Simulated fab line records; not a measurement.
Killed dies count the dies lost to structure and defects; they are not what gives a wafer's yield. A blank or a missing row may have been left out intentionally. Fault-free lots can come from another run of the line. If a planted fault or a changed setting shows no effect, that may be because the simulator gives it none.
fab line records -- flow sky130
[record] lots = 5, wafers = 23
route steps=708 shown VIA2@507 METAL3@560 VIA3@573 METAL4@598 CAP2M@612
start_h: start of the lot's first displayed wafer, in hours after the record's first day -- wait_h: how many hours have passed since the lot's step before this one -- " same as the row above -- L1.1+2: several wafers, shown together as one row -- - no value, or no start was given -- * or withheld: withheld -- < > ~ a bound
route shown NAME@n: NAME is a module with steps in the file, n the number in the route of the first one -- usual: average and standard deviation across the fault-free wafers -- same: alike in all rows -- chamber/n: place in a boat -- sites: the reading at each site -- _std_site: how widely they spread, as a standard deviation -- _edge_site: inner sites' mean taken away from outer sites' mean -- radius_mm: how far each site lies from the wafer's centre -- mask NAME#n: copy n -- behind: the last tool/chamber to shape the wafer -- hold: cause of the lot's hold/its duration in hours/its outcome -- device: transistor that didn't switch, given as n, p or np -- end of line: the route-end tests of the same wafers -- where a step has no rows: the recipe by itself -- killed: count of dies lost to structure and defects at first sort (not the wafer's yield) -- map: per-die view of a wafer (x killed, . not killed, _ where there is no die)
set.NAME: the setting as run; set.NAME@STEP: as run at that earlier step -- model.NAME: the simulator's own value behind a step, which no gauge read
lots with deliberately changed settings; one table per step, one row per wafer
[[steps]]
[step SKY_VIA2_HDPCVD_00]
[recipe] material = SiO2, target_thk_nm = 1180, sigma_open_frac = 0.3, time_s = 196.7, temp_c = 400, sih4_flow_sccm = 60, pressure_mtorr = 6
lot.wafer,tool,chamber,start_h,wait_h,set.time_s,model.SiO2_of_VIA2_HDPCVD_00.thk_nm
L075.1,hdpcvd-02,2,821.86,0.0,218.2,1283
L075.2,hdpcvd-02,0,821.86,0.0,196.7,1196
L075.3,hdpcvd-02,1,821.86,0.0,196.7,1164
L075.4,hdpcvd-02,2,821.86,0.0,218.2,1286
L075.6,hdpcvd-02,0,821.86,0.0,196.7,1189
L078.1,hdpcvd-02,1,846.94,0.0,224.7,1331
L078.3,hdpcvd-02,2,846.94,0.0,196.7,1141
L078.4,hdpcvd-02,0,846.94,0.0,224.7,1350
L078.5,hdpcvd-02,1,846.94,0.0,196.7,1165
L078.6,hdpcvd-02,2,846.94,0.0,224.7,1308
L079.1,hdpcvd-02,0,861.85,0.0,196.7,1187
L079.2,hdpcvd-02,1,861.85,0.0,196.7,1175
L079.3,hdpcvd-02,2,861.85,0.0,187.2,1095
L079.4,hdpcvd-02,0,861.85,0.0,187.2,1137
L079.5,hdpcvd-02,1,861.85,0.0,196.7,1168
L080.1,hdpcvd-01,1,865.94,0.0,196.7,1187
L080.4,hdpcvd-01,1,865.94,0.0,196.7,1196
L080.5,hdpcvd-01,0,865.94,0.0,196.7,1177
L081.1,hdpcvd-01,1,872.92,0.0,196.7,1208
L081.2,hdpcvd-01,0,872.92,0.0,173.4,1043
L081.4,hdpcvd-01,0,872.92,0.0,196.7,1192
L081.5,hdpcvd-01,1,872.92,0.0,173.4,1063
L081.6,hdpcvd-01,2,872.92,0.0,196.7,1175
[step SKY_VIA2_THK_MEAS_01]
[recipe] reads = SiO2_of_VIA2_HDPCVD_00
[usual] VIA2_HDPCVD_THK = 1176/15
lot.wafer,tool,chamber,start_h,wait_h,set.time_s@VIA2_HDPCVD_00,VIA2_HDPCVD_THK[nm]
L075.1,film_metro-04,-,821.99,0.1,218.2,1284
L075.2,film_metro-04,-,821.99,0.1,196.7,1197
L075.3,film_metro-04,-,821.99,0.1,196.7,1165
L075.4,film_metro-04,-,821.99,0.1,218.2,1286
L075.6,film_metro-04,-,821.99,0.1,196.7,1189
L078.1,film_metro-03,-,847.07,0.1,224.7,1331
L078.3,film_metro-03,-,847.07,0.1,196.7,1141
L078.4,film_metro-03,-,847.07,0.1,224.7,1349
L078.5,film_metro-03,-,847.07,0.1,196.7,1164
L078.6,film_metro-03,-,847.07,0.1,224.7,1308
L079.1,film_metro-03,-,861.98,0.1,196.7,1187
L079.2,film_metro-03,-,861.98,0.1,196.7,1174
L079.3,film_metro-03,-,861.98,0.1,187.2,1095
L079.4,film_metro-03,-,861.98,0.1,187.2,1137
L079.5,film_metro-03,-,861.98,0.1,196.7,1167
L080.1,film_metro-03,-,866.07,0.1,196.7,1186
L080.4,film_metro-03,-,866.07,0.1,196.7,1197
L080.5,film_metro-03,-,866.07,0.1,196.7,1177
L081.1,film_metro-02,-,873.04,0.1,196.7,1208
L081.2,film_metro-02,-,873.04,0.1,173.4,1044
L081.4,film_metro-02,-,873.04,0.1,196.7,1192
L081.5,film_metro-02,-,873.04,0.1,173.4,1063
L081.6,film_metro-02,-,873.04,0.1,196.7,1175
[step SKY_VIA2_SPUTTER_20]
[recipe] material = TiN, target_thk_nm = 20, chamber_pressure_pa = 5, power_w = 4000, time_s = 80
lot.wafer,tool,chamber,start_h,wait_h,set.power_w,model.TiN_of_VIA2_SPUTTER_20.thk_nm
L075.1,pvd_sputter-01,-,849.94,0.0,4000,20.56
L075.2,pvd_sputter-01,-,849.94,0.0,4000,19.68
L075.3,pvd_sputter-01,-,849.94,0.0,4000,20.13
L075.4,pvd_sputter-01,-,849.94,0.0,4000,19.63
L075.6,pvd_sputter-01,-,849.94,0.0,4000,20.65
L078.1,pvd_sputter-04,-,874.50,0.0,4255,21.37
L078.3,pvd_sputter-04,-,874.50,0.0,4000,20.18
L078.4,pvd_sputter-04,-,874.50,0.0,4255,21.03
L078.5,pvd_sputter-04,-,874.50,0.0,4255,21.32
L078.6,pvd_sputter-04,-,874.50,0.0,4000,20.19
L079.1,pvd_sputter-04,-,889.23,0.0,4000,20.19
L079.2,pvd_sputter-04,-,889.23,0.0,4000,19.62
L079.3,pvd_sputter-04,-,889.23,0.0,4000,20.13
L079.4,pvd_sputter-04,-,889.23,0.0,3770,18.93
L079.5,pvd_sputter-04,-,889.23,0.0,3770,19.03
L080.1,pvd_sputter-01,-,893.30,0.0,4000,19.47
L080.4,pvd_sputter-01,-,893.30,0.0,4000,20.05
L080.5,pvd_sputter-01,-,893.30,0.0,4000,19.96
L081.1,pvd_sputter-01,-,900.45,0.0,4000,19.67
L081.2,pvd_sputter-01,-,900.45,0.0,4000,19.95
L081.4,pvd_sputter-01,-,900.45,0.0,3596,17.64
L081.5,pvd_sputter-01,-,900.45,0.0,3596,18.1
L081.6,pvd_sputter-01,-,900.45,0.0,3596,17.53
[step SKY_METAL3_EXPOSE_10]
[recipe] mask_id = MM3, na = 0.68, source_shape = annular, sigma_inner = 0.4, sigma_outer = 0.8, target_cd_nm = 300, dose_mj = 28
lot.wafer,tool,chamber,start_h,wait_h,mask,set.dose_mj
L075.1+2+6,krf_scanner-02,0,-,-,MM3#0,28
L075.3+4,krf_scanner-02,0,-,-,MM3#0,27.31
L078.1+4,krf_scanner-01,0,-,-,MM3#0,28
L078.3+5+6,krf_scanner-01,0,-,-,MM3#0,29.09
L079.1+2,krf_scanner-01,0,-,-,MM3#0,28
L079.3+4+5,krf_scanner-01,0,-,-,MM3#0,29.09
L080.1+4+5,krf_scanner-02,0,-,-,MM3#0,28
L081.1+2+4+5+6,krf_scanner-01,0,-,-,MM3#0,28
[step SKY_METAL3_PEB_11]
[recipe] peb_temp_c = withheld, peb_time_s = withheld, resist = KrF-thick
[step SKY_METAL3_DEVELOP_12]
[recipe] develop_time_s = 58.63, resist = KrF-thick, dev_temp_c = 21
lot.wafer,tool,chamber,start_h,wait_h,set.dose_mj@METAL3_EXPOSE_10,model.METAL3.cd_nm
L075.1,litho_track-02,0,-,-,28,299.2
L075.2,litho_track-02,0,-,-,28,301.1
L075.3,litho_track-02,0,-,-,27.31,304.8
L075.4,litho_track-02,0,-,-,27.31,304.4
L075.6,litho_track-02,0,-,-,28,300.7
L078.1,litho_track-04,0,-,-,28,301.9
L078.3,litho_track-04,0,-,-,29.09,294.6
L078.4,litho_track-04,0,-,-,28,301.3
L078.5,litho_track-04,0,-,-,29.09,294.7
L078.6,litho_track-04,0,-,-,29.09,294.5
L079.1,litho_track-04,0,-,-,28,297.2
L079.2,litho_track-04,0,-,-,28,296.4
L079.3,litho_track-04,0,-,-,29.09,291.9
L079.4,litho_track-04,0,-,-,29.09,292.3
L079.5,litho_track-04,0,-,-,29.09,290.3
L080.1,litho_track-02,0,-,-,28,301.9
L080.4,litho_track-02,0,-,-,28,301.6
L080.5,litho_track-02,0,-,-,28,300.2
L081.1,litho_track-03,0,-,-,28,301.2
L081.2,litho_track-03,0,-,-,28,300.9
L081.4+5,litho_track-03,0,-,-,28,299.8
L081.6,litho_track-03,0,-,-,28,301.3
[step SKY_METAL3_CD_MEAS_13]
[recipe] target_cd_nm = 300
[usual] cd_nm = 300.2/1.3
lot.wafer,tool,chamber,start_h,wait_h,set.dose_mj@METAL3_EXPOSE_10,cd_nm
L075.1,cd_sem-02,-,903.12,-,28,298.9
L075.2,cd_sem-02,-,903.12,-,28,301.4
L075.3,cd_sem-02,-,903.12,-,27.31,304.6
L075.4,cd_sem-02,-,903.12,-,27.31,304.6
L075.6,cd_sem-02,-,903.12,-,28,300.6
L078.1,cd_sem-01,-,926.09,-,28,302.0
L078.3,cd_sem-01,-,926.09,-,29.09,294.8
L078.4,cd_sem-01,-,926.09,-,28,301.5
L078.5,cd_sem-01,-,926.09,-,29.09,294.8
L078.6,cd_sem-01,-,926.09,-,29.09,294.8
L079.1,cd_sem-02,-,940.49,-,28,296.9
L079.2,cd_sem-02,-,940.49,-,28,295.9
L079.3,cd_sem-02,-,940.49,-,29.09,291.7
L079.4,cd_sem-02,-,940.49,-,29.09,292.2
L079.5,cd_sem-02,-,940.49,-,29.09,290.3
L080.1,cd_sem-02,-,944.77,-,28,302.3
L080.4,cd_sem-02,-,944.77,-,28,301.4
L080.5,cd_sem-02,-,944.77,-,28,300.1
L081.1,cd_sem-02,-,951.63,-,28,301.1
L081.2,cd_sem-02,-,951.63,-,28,300.7
L081.4,cd_sem-02,-,951.63,-,28,299.7
L081.5,cd_sem-02,-,951.63,-,28,299.8
L081.6,cd_sem-02,-,951.63,-,28,301.5
[step SKY_METAL3_DESCUM_15]
[recipe] chemistry = O2, source_power_w = 150, bias_power_w = 0, pressure_mtorr = 10, temp_c = 40, time_s = 8
lot.wafer,tool,chamber,start_h,wait_h,set.dose_mj@METAL3_EXPOSE_10,model.METAL3.cd_nm
L075.1,rie_metal-02,1,903.28,0.0,28,299.3
L075.2,rie_metal-02,0,903.28,0.0,28,301
L075.3,rie_metal-02,0,903.28,0.0,27.31,304.6
L075.4,rie_metal-02,1,903.28,0.0,27.31,304.2
L075.6,rie_metal-02,1,903.28,0.0,28,300.4
L078.1,rie_metal-03,0,926.25,0.0,28,301.5
L078.3+5,rie_metal-03,1,926.25,0.0,29.09,295
L078.4,rie_metal-03,0,926.25,0.0,28,300.8
L078.6,rie_metal-03,0,926.25,0.0,29.09,294.1
L079.1,rie_metal-02,1,940.65,0.0,28,297
L079.2,rie_metal-02,0,940.65,0.0,28,296.7
L079.3,rie_metal-02,0,940.65,0.0,29.09,292.2
L079.4,rie_metal-02,1,940.65,0.0,29.09,292.6
L079.5,rie_metal-02,0,940.65,0.0,29.09,290.7
L080.1,rie_metal-01,1,944.93,0.0,28,303.5
L080.4,rie_metal-01,0,944.93,0.0,28,300.9
L080.5,rie_metal-01,1,944.93,0.0,28,301.5
L081.1,rie_metal-02,0,951.78,0.0,28,301.4
L081.2,rie_metal-02,1,951.78,0.0,28,301
L081.4+5,rie_metal-02,"1,0",951.78,0.0,28,299.9
L081.6,rie_metal-02,1,951.78,0.0,28,301.6
[step SKY_VIA3_HDPCVD_00]
[recipe] material = SiO2, target_thk_nm = 1635, sigma_open_frac = 0.3, time_s = 272.5, temp_c = 400, sih4_flow_sccm = 60, pressure_mtorr = 6
lot.wafer,tool,chamber,start_h,wait_h,set.time_s,model.SiO2_of_VIA3_HDPCVD_00.thk_nm
L075.1,hdpcvd-01,2,904.29,0.0,245.7,-
L075.2,hdpcvd-01,0,904.29,0.0,272.5,1619
L075.3,hdpcvd-01,1,904.29,0.0,272.5,-
L075.4,hdpcvd-01,0,904.29,0.0,245.7,1466
L075.6,hdpcvd-01,2,904.29,0.0,272.5,1636
L078.1+4,hdpcvd-02,"1,2",927.17,0.0,272.5,-
L078.3+6,hdpcvd-02,"2,1",927.17,0.0,256.2,-
L078.5,hdpcvd-02,0,927.17,0.0,272.5,1626
L079.1,hdpcvd-02,1,941.56,0.0,286.6,1708
L079.2,hdpcvd-02,2,941.56,0.0,272.5,1652
L079.3+4,hdpcvd-02,0,941.56,0.0,272.5,-
L079.5,hdpcvd-02,1,941.56,0.0,286.6,1714
L080.1,hdpcvd-02,0,945.88,0.0,272.5,1645
L080.4,hdpcvd-02,1,945.88,0.0,272.5,1622
L080.5,hdpcvd-02,1,945.88,0.0,272.5,1614
L081.1,hdpcvd-01,2,952.70,0.0,272.5,1639
L081.2+5,hdpcvd-01,"0,2",952.70,0.0,272.5,-
L081.4,hdpcvd-01,0,952.70,0.0,272.5,1651
L081.6,hdpcvd-01,1,952.70,0.0,272.5,1607
[step SKY_VIA3_THK_MEAS_01]
[recipe] reads = SiO2_of_VIA3_HDPCVD_00
[usual] VIA3_HDPCVD_THK = 1629/19
lot.wafer,tool,chamber,start_h,wait_h,set.time_s@VIA3_HDPCVD_00,VIA3_HDPCVD_THK[nm]
L075.1,film_metro-01,-,904.46,0.1,245.7,1471
L075.2,film_metro-01,-,904.46,0.1,272.5,1620
L075.3,film_metro-01,-,904.46,0.1,272.5,1633
L075.4,film_metro-01,-,904.46,0.1,245.7,1465
L075.6,film_metro-01,-,904.46,0.1,272.5,1636
L078.1,film_metro-04,-,927.34,0.1,272.5,1619
L078.3,film_metro-04,-,927.34,0.1,256.2,1554
L078.4,film_metro-04,-,927.34,0.1,272.5,1645
L078.5,film_metro-04,-,927.34,0.1,272.5,1627
L078.6,film_metro-04,-,927.34,0.1,256.2,1532
L079.1,film_metro-02,-,941.73,0.1,286.6,1708
L079.2,film_metro-02,-,941.73,0.1,272.5,1652
L079.3,film_metro-02,-,941.73,0.1,272.5,1612
L079.4,film_metro-02,-,941.73,0.1,272.5,1655
L079.5,film_metro-02,-,941.73,0.1,286.6,1713
L080.1,film_metro-04,-,946.14,0.2,272.5,1645
L080.4,film_metro-04,-,946.14,0.2,272.5,1622
L080.5,film_metro-04,-,946.14,0.2,272.5,1614
L081.1,film_metro-02,-,952.87,0.1,272.5,1639
L081.2,film_metro-02,-,952.87,0.1,272.5,1657
L081.4,film_metro-02,-,952.87,0.1,272.5,1650
L081.5,film_metro-02,-,952.87,0.1,272.5,1657
L081.6,film_metro-02,-,952.87,0.1,272.5,1606
[step SKY_VIA3_CMP_02]
[recipe] material = SiO2, down_force_psi = 4, platen_rpm = 60, pad_velocity_m_s = 0.94248
lot.wafer,tool,chamber,start_h,wait_h,set.leave_above_ref_nm,model.SiO2_of_VIA3_HDPCVD_00.thk_nm
L075.3,cmp-01,3,904.52,0.0,473.9,-
L075.4,cmp-01,0,904.52,0.0,473.9,476
L075.1,cmp-01,1,904.52,0.0,465,-
L075.2,cmp-01,2,904.52,0.0,473.9,471.4
L075.6,cmp-01,3,904.52,0.0,465,464.1
L078.4+1+3+6,cmp-01,"0,1,3,1",927.40,0.0,465,-
L078.5,cmp-01,0,927.40,0.0,465,466.8
L079.3,cmp-02,2,941.79,0.0,465,-
L079.1,cmp-02,3,941.79,0.0,465,464.9
L079.4,cmp-02,0,941.79,0.0,435.2,-
L079.2,cmp-02,1,941.79,0.0,465,465.6
L079.5,cmp-02,3,941.79,0.0,435.2,435.1
L080.4,cmp-01,0,946.37,0.2,465,466.2
L080.1,cmp-01,2,946.37,0.2,465,462.6
L080.5,cmp-01,0,946.37,0.2,465,466.3
L081.2+5,cmp-01,0,952.93,0.0,465,-
L081.4,cmp-01,1,952.93,0.0,465,466.4
L081.1,cmp-01,2,952.93,0.0,465,463.7
L081.6,cmp-01,1,952.93,0.0,465,464.9
[step SKY_VIA3_ETCH_14]
[recipe] chemistry = N2/H2, target = BARC, ion_energy_ev = 200, source_w = 500, bias_w = 100, pressure_mtorr = 30, n2_flow_sccm = 100, h2_flow_sccm = 200, stop_on = SiO2, time_s = 45.9, target_depth_a = 600
lot.wafer,tool,chamber,start_h,wait_h,set.time_s,model.KrF-thick_of_VIA3_COAT_07.thk_nm
L075.1,rie_diel-01,3,929.88,0.0,49.75,389.1
L075.2,rie_diel-01,0,929.88,0.0,45.9,393.4
L075.3,rie_diel-01,1,929.88,0.0,49.75,388.4
L075.4,rie_diel-01,3,929.88,0.0,49.75,388.2
L075.6,rie_diel-01,1,929.88,0.0,45.9,393.2
L078.1,rie_diel-03,0,952.13,0.0,45.9,393
L078.3,rie_diel-03,3,952.13,0.0,45.9,392.5
L078.4,rie_diel-03,2,952.13,0.0,52.13,387.1
L078.5,rie_diel-03,1,952.13,0.0,52.13,385.9
L078.6,rie_diel-03,2,952.13,0.0,52.13,386.9
L079.1,rie_diel-02,2,966.53,0.0,45.9,392.2
L079.2,rie_diel-02,3,966.53,0.0,45.9,390.4
L079.3,rie_diel-02,1,966.53,0.0,45.9,391.1
L079.4,rie_diel-02,0,966.53,0.0,45.9,392.3
L079.5,rie_diel-02,0,966.53,0.0,45.9,390.8
L080.1,rie_diel-01,1,971.29,0.0,45.9,394.3
L080.4,rie_diel-01,0,971.29,0.0,45.9,393.7
L080.5,rie_diel-01,3,971.29,0.0,45.9,390.8
L081.1,rie_diel-01,3,977.83,0.0,45.9,389.9
L081.2,rie_diel-01,1,977.83,0.0,45.9,391.4
L081.4,rie_diel-01,2,977.83,0.0,45.9,390.2
L081.5,rie_diel-01,1,977.83,0.0,45.9,391.6
L081.6,rie_diel-01,0,977.83,0.0,45.9,390.5
[step SKY_VIA3_ETCH_15]
[recipe] target = SiO2, chemistry = C4F8/O2/Ar, target_depth_nm = 507, stop_on = TiN, mask_material = KrF-thick, source_w = 1500, bias_w = 1200, pressure_mtorr = 40, c4f8_flow_sccm = withheld, O2_flow_sccm = 6, Ar_flow_sccm = 300, time_s = 78
[usual] oes_product_au = 0.945/0.0054
lot.wafer,tool,chamber,start_h,wait_h,set.leave_above_ref_nm@VIA3_CMP_02,oes_product_au,model.VIA3.feature_depth_nm
L075.1,rie_diel-01,3,929.93,0.0,465,0.941,464.1
L075.2,rie_diel-01,0,929.93,0.0,473.9,0.950,471.4
L075.3,rie_diel-01,1,929.93,0.0,473.9,0.948,473.9
L075.4,rie_diel-01,3,929.93,0.0,473.9,0.955,475.9
L075.6,rie_diel-01,1,929.93,0.0,465,0.947,464.1
L078.1,rie_diel-03,0,952.17,0.0,465,0.942,464.7
L078.3,rie_diel-03,3,952.17,0.0,465,0.951,464.8
L078.4,rie_diel-03,2,952.17,0.0,465,0.960,467.9
L078.5,rie_diel-03,1,952.17,0.0,465,0.944,466.6
L078.6,rie_diel-03,2,952.17,0.0,465,0.947,464.2
L079.1,rie_diel-02,2,966.57,0.0,465,0.940,464.9
L079.2,rie_diel-02,3,966.57,0.0,465,0.945,465.6
L079.3,rie_diel-02,1,966.57,0.0,465,0.943,464.5
L079.4,rie_diel-02,0,966.57,0.0,435.2,0.903,433.6
L079.5,rie_diel-02,0,966.57,0.0,435.2,0.906,435.1
L080.1,rie_diel-01,1,971.33,0.0,465,0.944,462.6
L080.4,rie_diel-01,0,971.33,0.0,465,0.945,466.2
L080.5,rie_diel-01,3,971.33,0.0,465,0.945,466.3
L081.1,rie_diel-01,3,977.87,0.0,465,0.942,463.7
L081.2,rie_diel-01,1,977.87,0.0,465,0.951,467.6
L081.4,rie_diel-01,2,977.87,0.0,465,0.951,466.4
L081.5,rie_diel-01,1,977.87,0.0,465,0.937,467.1
L081.6,rie_diel-01,0,977.87,0.0,465,0.939,464.9
[step SKY_METAL4_SPUTTER_00]
[recipe] material = Ti, target_thk_nm = 15, power_w = 3000, time_s = 10, chamber_pressure_pa = 0.4
lot.wafer,tool,chamber,start_h,wait_h,set.power_w,model.Ti_of_METAL4_SPUTTER_00.thk_nm
L075.1,pvd_sputter-04,-,931.28,0.1,3144,15.49
L075.2,pvd_sputter-04,-,931.28,0.1,3144,15.63
L075.3,pvd_sputter-04,-,931.28,0.1,3000,14.83
L075.4,pvd_sputter-04,-,931.28,0.1,3000,14.97
L075.6,pvd_sputter-04,-,931.28,0.1,3000,14.87
L078.1,pvd_sputter-04,-,953.53,0.1,3163,15.81
L078.3,pvd_sputter-04,-,953.53,0.1,3000,15.16
L078.4,pvd_sputter-04,-,953.53,0.1,3000,14.79
L078.5,pvd_sputter-04,-,953.53,0.1,3000,14.93
L078.6,pvd_sputter-04,-,953.53,0.1,3163,15.59
L079.1,pvd_sputter-01,-,967.89,0.1,3000,14.92
L079.2,pvd_sputter-01,-,967.89,0.1,3000,14.51
L079.3,pvd_sputter-01,-,967.89,0.1,3000,14.66
L079.4,pvd_sputter-01,-,967.89,0.1,3000,14.86
L079.5,pvd_sputter-01,-,967.89,0.1,3000,14.56
L080.1+4,pvd_sputter-01,-,972.64,0.1,3000,15.07
L080.5,pvd_sputter-01,-,972.64,0.1,3000,15.15
L081.1,pvd_sputter-01,-,979.53,0.1,3000,14.69
L081.2,pvd_sputter-01,-,979.53,0.1,3266,16.43
L081.4,pvd_sputter-01,-,979.53,0.1,3000,14.61
L081.5,pvd_sputter-01,-,979.53,0.1,3266,16.56
L081.6,pvd_sputter-01,-,979.53,0.1,3000,14.54
[step SKY_METAL4_SPUTTER_02]
[recipe] material = AlCu, target_thk_nm = 735, power_w = 10600, time_s = 39.1, chamber_pressure_pa = 0.4
lot.wafer,tool,chamber,start_h,wait_h,set.time_s,model.AlCu_of_METAL4_SPUTTER_02.thk_nm
L075.1,pvd_sputter-04,-,931.33,0.0,35.6,664.7
L075.2,pvd_sputter-04,-,931.33,0.0,39.1,746.4
L075.3,pvd_sputter-04,-,931.33,0.0,35.6,674
L075.4,pvd_sputter-04,-,931.33,0.0,39.1,742.1
L075.6,pvd_sputter-04,-,931.33,0.0,39.1,733.8
L078.1,pvd_sputter-04,-,953.58,0.0,39.1,741.7
L078.3,pvd_sputter-04,-,953.58,0.0,42.94,826.4
L078.4,pvd_sputter-04,-,953.58,0.0,42.94,806.7
L078.5,pvd_sputter-04,-,953.58,0.0,39.1,748
L078.6,pvd_sputter-04,-,953.58,0.0,39.1,737.5
L079.1,pvd_sputter-01,-,967.93,0.0,39.1,741.1
L079.2,pvd_sputter-01,-,967.93,0.0,39.1,742.9
L079.3,pvd_sputter-01,-,967.93,0.0,35.53,673.4
L079.4,pvd_sputter-01,-,967.93,0.0,35.53,661.6
L079.5,pvd_sputter-01,-,967.93,0.0,39.1,733.5
L080.1,pvd_sputter-01,-,972.69,0.0,39.1,738.6
L080.4,pvd_sputter-01,-,972.69,0.0,39.1,727.3
L080.5,pvd_sputter-01,-,972.69,0.0,39.1,727.6
L081.1,pvd_sputter-01,-,979.58,0.0,39.1,738
L081.2,pvd_sputter-01,-,979.58,0.0,39.1,736.1
L081.4,pvd_sputter-01,-,979.58,0.0,39.1,745.8
L081.5,pvd_sputter-01,-,979.58,0.0,39.1,719.3
L081.6,pvd_sputter-01,-,979.58,0.0,39.1,731.9
[step SKY_CAP2M_EXPOSE_09]
[recipe] mask_id = CAP2M, na = 0.6, source_shape = conventional, sigma_outer = 0.6, polarization = unpolarized, target_cd_nm = 1000, dose_mj = 159
lot.wafer,tool,chamber,start_h,wait_h,mask,set.dose_mj
L075.1+2+4,iline_stepper-01,0,-,-,CAP2M#0,159
L075.3+6,iline_stepper-01,0,-,-,CAP2M#0,166.9
L078.1+5,iline_stepper-01,0,-,-,CAP2M#0,159
L078.3+4+6,iline_stepper-01,0,-,-,CAP2M#0,165.6
L079.1+4+5,iline_stepper-02,0,-,-,CAP2M#0,155.6
L079.2+3,iline_stepper-02,0,-,-,CAP2M#0,159
L080.1+4+5,iline_stepper-02,0,-,-,CAP2M#0,159
L081.1+2+4+5+6,iline_stepper-01,0,-,-,CAP2M#0,159
[step SKY_CAP2M_PEB_10]
[recipe] temp_c = withheld, time_s = *, resist = NOVOLAK
[step SKY_CAP2M_DEVELOP_11]
[recipe] resist = NOVOLAK, developer = TMAH, develop_time_s = 61.15, dev_temp_c = 23
lot.wafer,tool,chamber,start_h,wait_h,set.dose_mj@CAP2M_EXPOSE_09,model.CAP2M.cd_nm
L075.1,litho_track-01,0,955.85,0.1,159,997.8
L075.2,litho_track-01,0,955.85,0.1,159,998.5
L075.3,litho_track-01,0,955.85,0.1,166.9,985.4
L075.4,litho_track-01,0,955.85,0.1,159,998.2
L075.6,litho_track-01,0,955.85,0.1,166.9,982.9
L078.1,litho_track-04,0,978.09,0.1,159,1002
L078.3,litho_track-04,0,978.09,0.1,165.6,988.3
L078.4,litho_track-04,0,978.09,0.1,165.6,989.7
L078.5,litho_track-04,0,978.09,0.1,159,998.8
L078.6,litho_track-04,0,978.09,0.1,165.6,988.9
L079.1,litho_track-03,0,991.43,0.1,155.6,1002
L079.2,litho_track-03,0,991.43,0.1,159,994.3
L079.3,litho_track-03,0,991.43,0.1,159,994.2
L079.4+5,litho_track-03,0,991.43,0.1,155.6,1003
L080.1,litho_track-03,0,996.43,0.1,159,999.3
L080.4,litho_track-03,0,996.43,0.1,159,1000
L080.5,litho_track-03,0,996.43,0.1,159,997.6
L081.1+6,litho_track-04,0,1002.74,0.1,159,1001
L081.2,litho_track-04,0,1002.74,0.1,159,1002
L081.4,litho_track-04,0,1002.74,0.1,159,1000
L081.5,litho_track-04,0,1002.74,0.1,159,1004
[step SKY_CAP2M_METAL_ETCH_13]
[recipe] target_depth_nm = 220, stop_on = SiO2, chemistry = Cl2/BCl3, target = TiN, pressure_mtorr = 10, icp_w = 900, bias_w = 48.5, Cl2_flow_sccm = 60, bcl3_flow_sccm = 30, time_s = 62.9
lot.wafer,tool,chamber,start_h,wait_h,set.pressure_mtorr,set.dose_mj@CAP2M_EXPOSE_09,model.CAP2M.cd_nm
L075.1,rie_metal-03,0,956.03,0.0,11.4,159,996.9
L075.2,rie_metal-03,1,956.03,0.0,11.4,159,999.8
L075.3,rie_metal-03,1,956.03,0.0,11.4,166.9,987
L075.4,rie_metal-03,0,956.03,0.0,11.4,159,998.4
L075.6,rie_metal-03,0,956.03,0.0,11.4,166.9,981.4
L078.1,rie_metal-02,1,978.28,0.0,10,159,1001
L078.3,rie_metal-02,1,978.28,0.0,10,165.6,987.6
L078.4,rie_metal-02,0,978.28,0.0,10,165.6,989.2
L078.5,rie_metal-02,0,978.28,0.0,10,159,998.6
L078.6,rie_metal-02,1,978.28,0.0,10,165.6,987.1
L079.1+5,rie_metal-04,"1,0",991.62,0.0,8.786,155.6,1000
L079.2,rie_metal-04,0,991.62,0.0,8.786,159,992.1
L079.3,rie_metal-04,1,991.62,0.0,8.786,159,992.5
L079.4,rie_metal-04,0,991.62,0.0,8.786,155.6,1002
L080.1,rie_metal-04,0,996.62,0.0,10,159,997.2
L080.4,rie_metal-04,0,996.62,0.0,10,159,997.9
L080.5,rie_metal-04,0,996.62,0.0,10,159,995.4
L081.1+6,rie_metal-02,0,1002.93,0.0,10,159,1003
L081.2+4,rie_metal-02,"1,0",1002.93,0.0,10,159,1002
L081.5,rie_metal-02,1,1002.93,0.0,10,159,1004
[[key]]
[split] step = SKY_VIA2_HDPCVD_00, setting = time_s, stated = 196.7, by = wafer
[response] step = SKY_VIA2_HDPCVD_00, reading = model.SiO2_of_VIA2_HDPCVD_00.thk_nm, change = +11.4, per = 1%, r = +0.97
[response] step = SKY_VIA2_THK_MEAS_01, reading = VIA2_HDPCVD_THK, change = +11.4, per = 1%, r = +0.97
[split] step = SKY_VIA2_SPUTTER_20, setting = power_w, stated = 4000, by = wafer
[response] step = SKY_VIA2_SPUTTER_20, reading = model.TiN_of_VIA2_SPUTTER_20.thk_nm, change = +0.189, per = 1%, r = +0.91
[split] step = SKY_METAL3_EXPOSE_10, setting = dose_mj, stated = 28, by = wafer
[response] step = SKY_METAL3_DEVELOP_12, reading = model.METAL3.cd_nm, change = -1.6, per = 1%, r = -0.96
[response] step = SKY_METAL3_CD_MEAS_13, reading = cd_nm, change = -1.57, per = 1%, r = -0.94
[response] step = SKY_METAL3_DESCUM_15, reading = model.METAL3.cd_nm, change = -1.51, per = 1%, r = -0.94
[split] step = SKY_VIA3_HDPCVD_00, setting = time_s, stated = 272.5, by = wafer
[response] step = SKY_VIA3_HDPCVD_00, reading = model.SiO2_of_VIA3_HDPCVD_00.thk_nm, change = +15.4, per = 1%, r = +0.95
[response] step = SKY_VIA3_THK_MEAS_01, reading = VIA3_HDPCVD_THK, change = +15.5, per = 1%, r = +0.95
[split] step = SKY_VIA3_CMP_02, setting = leave_above_ref_nm, stated = 465, by = wafer
[response] step = SKY_VIA3_CMP_02, reading = model.SiO2_of_VIA3_HDPCVD_00.thk_nm, change = +4.72, per = 1%, r = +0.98
[response] step = SKY_VIA3_ETCH_15, reading = oes_product_au, change = +0.00579, per = 1%, r = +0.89
[response] step = SKY_VIA3_ETCH_15, reading = model.VIA3.feature_depth_nm, change = +4.79, per = 1%, r = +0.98
[split] step = SKY_VIA3_ETCH_14, setting = time_s, stated = 45.9, by = wafer
[response] step = SKY_VIA3_ETCH_14, reading = model.KrF-thick_of_VIA3_COAT_07.thk_nm, change = -0.481, per = 1%, r = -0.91
[split] step = SKY_METAL4_SPUTTER_00, setting = power_w, stated = 3000, by = wafer
[response] step = SKY_METAL4_SPUTTER_00, reading = model.Ti_of_METAL4_SPUTTER_00.thk_nm, change = +0.182, per = 1%, r = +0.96
[split] step = SKY_METAL4_SPUTTER_02, setting = time_s, stated = 39.1, by = wafer
[response] step = SKY_METAL4_SPUTTER_02, reading = model.AlCu_of_METAL4_SPUTTER_02.thk_nm, change = +7.78, per = 1%, r = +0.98
[split] step = SKY_CAP2M_EXPOSE_09, setting = dose_mj, stated = 159, by = wafer
[response] step = SKY_CAP2M_DEVELOP_11, reading = model.CAP2M.cd_nm, change = -2.91, per = 1%, r = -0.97
[response] step = SKY_CAP2M_METAL_ETCH_13, reading = model.CAP2M.cd_nm, change = -2.95, per = 1%, r = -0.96
[split] step = SKY_CAP2M_METAL_ETCH_13, setting = pressure_mtorr, stated = 10, by = lot
response none clear
